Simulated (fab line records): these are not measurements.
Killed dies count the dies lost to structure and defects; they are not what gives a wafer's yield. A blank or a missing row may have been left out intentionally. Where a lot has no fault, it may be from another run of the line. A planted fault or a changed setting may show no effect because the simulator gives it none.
Shared-tool check || flow sky130 || 8 lots and 24 wafers in the sample

== WHY THIS WAS OPENED ==
4 of 8 lots carry a flag on the reading POLY_GATE_TW at SKY_RES_PROTECT_TW_MEAS_08. Wafers without a fault read 4054, standard deviation 22.
Rule: a lot is flagged when every wafer of it that has a number lies more than 4 standard deviations from that mean, or none has a number. The rest of the lots are taken to be sound.

{"lot": "L207", "measured": "day 14 23:16", "on": "film metro-01", "POLY_GATE_TW, wafer by wafer": "4069 4075 4071", "flag": ""}
{"lot": "L208", "measured": "day 15 05:37", "on": "film metro-01", "POLY_GATE_TW, wafer by wafer": "4050 4031 4041", "flag": ""}
{"lot": "L209", "measured": "day 15 15:44", "on": "film metro-01", "POLY_GATE_TW, wafer by wafer": "4071 4061 4052", "flag": ""}
{"lot": "L210", "measured": "day 15 22:37", "on": "film metro-03", "POLY_GATE_TW, wafer by wafer": "4038 4038 4072", "flag": ""}
{"lot": "L211", "measured": "day 16 10:55", "on": "film metro-03", "POLY_GATE_TW, wafer by wafer": "3584 3614 3591", "flag": "FLAGGED"}
{"lot": "L212", "measured": "day 16 19:47", "on": "film metro-03", "POLY_GATE_TW, wafer by wafer": "3586 3593 3574", "flag": "FLAGGED"}
{"lot": "L213", "measured": "day 17 06:53", "on": "film metro-03", "POLY_GATE_TW, wafer by wafer": "3585 3586 3574", "flag": "FLAGGED"}
{"lot": "L214", "measured": "day 17 07:16", "on": "film metro-04", "POLY_GATE_TW, wafer by wafer": "3572 3601 3567", "flag": "FLAGGED"}
Average over the flagged lots: 3586; offset from the usual -468, equal to -21 standard deviations.

== WHICH TOOL RAN EACH LOT ==
The record holds 2 process steps before the reading, out of a route of 708 steps. Each cell gives the tool, then ch followed by the chambers the sampled wafers passed through, then the start.
{"lot": "L207", "flag": "", "SKY_POLY_GATE_IMPLANT_02": "implanter-01 ch 0, day 14 23:02", "SKY_RES_PROTECT_STRIP_07": "plasma asher-03 ch 0,1, day 14 23:10"}
{"lot": "L208", "flag": "", "SKY_POLY_GATE_IMPLANT_02": "implanter-01 ch 0, day 15 05:23", "SKY_RES_PROTECT_STRIP_07": "plasma asher-03 ch 0,1, day 15 05:31"}
{"lot": "L209", "flag": "", "SKY_POLY_GATE_IMPLANT_02": "implanter-04 ch 0, day 15 15:31", "SKY_RES_PROTECT_STRIP_07": "plasma asher-04 ch 0,1, day 15 15:39"}
{"lot": "L210", "flag": "", "SKY_POLY_GATE_IMPLANT_02": "implanter-04 ch 0, day 15 22:23", "SKY_RES_PROTECT_STRIP_07": "plasma asher-04 ch 0,1, day 15 22:31"}
{"lot": "L211", "flag": "FLAGGED", "SKY_POLY_GATE_IMPLANT_02": "implanter-01 ch 0, day 16 10:41", "SKY_RES_PROTECT_STRIP_07": "plasma asher-03 ch 0, day 16 10:49"}
{"lot": "L212", "flag": "FLAGGED", "SKY_POLY_GATE_IMPLANT_02": "implanter-02 ch 0, day 16 19:34", "SKY_RES_PROTECT_STRIP_07": "plasma asher-02 ch 0,1, day 16 19:41"}
{"lot": "L213", "flag": "FLAGGED", "SKY_POLY_GATE_IMPLANT_02": "implanter-04 ch 0, day 17 06:38", "SKY_RES_PROTECT_STRIP_07": "plasma asher-02 ch 0,1, day 17 06:47"}
{"lot": "L214", "flag": "FLAGGED", "SKY_POLY_GATE_IMPLANT_02": "implanter-01 ch 0, day 17 07:02", "SKY_RES_PROTECT_STRIP_07": "plasma asher-04 ch 0, day 17 07:10"}
These steps, and what they do:
- SKY_POLY_GATE_IMPLANT_02
- SKY_RES_PROTECT_STRIP_07: strips in O2/N2.
- SKY_RES_PROTECT_TW_MEAS_08

== FLAGGED OVER TOTAL, TOOL BY TOOL (the gauges that took the reading come last) ==
{"step": "SKY_POLY_GATE_IMPLANT_02", "tool": "implanter-01", "lots run": 4, "flagged": 2, "share of the flagged lots": "some", "sound lots run after its first flagged lot": 0}
{"step": "SKY_POLY_GATE_IMPLANT_02", "tool": "implanter-02", "lots run": 1, "flagged": 1, "share of the flagged lots": "some", "sound lots run after its first flagged lot": 0}
{"step": "SKY_POLY_GATE_IMPLANT_02", "tool": "implanter-04", "lots run": 3, "flagged": 1, "share of the flagged lots": "some", "sound lots run after its first flagged lot": 0}
{"step": "SKY_RES_PROTECT_STRIP_07", "tool": "plasma asher-02", "lots run": 2, "flagged": 2, "share of the flagged lots": "some", "sound lots run after its first flagged lot": 0}
{"step": "SKY_RES_PROTECT_STRIP_07", "tool": "plasma asher-03", "lots run": 3, "flagged": 1, "share of the flagged lots": "some", "sound lots run after its first flagged lot": 0}
{"step": "SKY_RES_PROTECT_STRIP_07", "tool": "plasma asher-04", "lots run": 3, "flagged": 1, "share of the flagged lots": "some", "sound lots run after its first flagged lot": 0}
{"step": "SKY_RES_PROTECT_TW_MEAS_08", "tool": "film metro-01", "lots run": 3, "flagged": 0, "share of the flagged lots": "none", "sound lots run after its first flagged lot": "-"}
{"step": "SKY_RES_PROTECT_TW_MEAS_08", "tool": "film metro-03", "lots run": 4, "flagged": 3, "share of the flagged lots": "some", "sound lots run after its first flagged lot": 0}
{"step": "SKY_RES_PROTECT_TW_MEAS_08", "tool": "film metro-04", "lots run": 1, "flagged": 1, "share of the flagged lots": "some", "sound lots run after its first flagged lot": 0}

== WHAT THE TABLE PERMITS ==
No row of the table ran every flagged lot.

== WHAT THE SIMULATOR PUT IN ==
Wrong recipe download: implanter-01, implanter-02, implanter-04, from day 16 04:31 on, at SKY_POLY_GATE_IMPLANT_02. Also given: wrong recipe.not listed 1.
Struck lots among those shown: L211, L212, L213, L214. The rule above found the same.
